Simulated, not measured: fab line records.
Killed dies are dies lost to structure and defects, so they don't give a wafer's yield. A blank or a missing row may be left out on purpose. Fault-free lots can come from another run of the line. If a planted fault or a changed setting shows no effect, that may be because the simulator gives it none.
2 desks, one fault    flow sky130    only its own numbers are on each desk; what lay behind them is given at the end

== AT THE METROLOGY DESK ==
What the gauges read for every lot (on any tool): the sampled wafers with a number, averaged. A lot is out of limits, marked OUT, if its mean lies more than 4 standard deviations from the usual mean; the brackets give that distance.
Columns: A = cd_nm at SKY_POLY_GATE_CD_MEAS_22, usual 148.9 nm; B = LDD_HVP_OVL at SKY_LDD_HVP_OVL_MEAS_07, usual -0.1 nm
lot   first seen here  A      B
L126  day 17 03:56     151.6  -1.0
L128  day 17 22:17     146.8  -0.4
L130  day 19 01:08     145.5  0.6
L131  day 19 02:23     148.2  -1.4
L132  day 19 07:08     150.9  -1.4
L134  day 20 03:21     154.4  -0.5
L135  day 20 09:08     147.5  -0.6
L136  day 20 17:07     147.2  0.6
L143  day 23 01:59     148.4  -0.6
L145  day 23 18:13     150.6  -2.0
L146  day 23 21:02     148.4  1.6
L147  day 24 15:51     148.7  -0.3
L148  day 24 22:26     148.6  0.5
This desk found nothing out of limits on any of the 13 lots.

== DESK OF THE TOOL OWNER: litho_track-02 ==
The tool's own readings at SKY_LDD_HVP_DEVELOP_06 (develop time 57.28 s): means of the sampled wafers that have a number, for each lot that ran on this tool. A lot is out of limits, marked OUT, if its mean lies more than 4 standard deviations from the usual mean; the brackets give that distance.
Columns: A = developer_temp_C at SKY_LDD_HVP_DEVELOP_06, usual 23.00 C
lot   first seen here  A
L126  day 22 05:37     22.92
L128  day 23 03:08     23.07
L134  day 25 06:02     23.09
L135  day 25 11:31     23.08
L136  day 25 20:01     23.10
L143  day 28 01:35     22.12 (-7.3) OUT
L145  day 28 18:37     21.88 (-9.3) OUT
This desk's finding: out of limits on L143, L145; first on L143, day 28 01:35 (developer_temp_C at SKY_LDD_HVP_DEVELOP_06). L126, L128, L134, L135, L136 stayed within limits.

== PUT TOGETHER ==
On L143, L145, at day 28 01:35, an alarm was possible from the tool owner's desk.
The metrology desk saw nothing out of limits.
The metrology desk has L143, L145 on record, within its limits.
On litho_track-02, each named lot ran SKY_LDD_HVP_DEVELOP_06.

== WHAT HAD BEEN PUT IN BY THE SIMULATOR ==
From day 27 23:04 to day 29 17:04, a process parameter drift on litho_track-02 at SKY_LDD_HVP_DEVELOP_06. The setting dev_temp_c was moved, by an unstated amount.
Shown lots that were struck: L143, L145.
Each desk's first reading out of limits, in hours after the fault started: the tool owner's desk, 3.
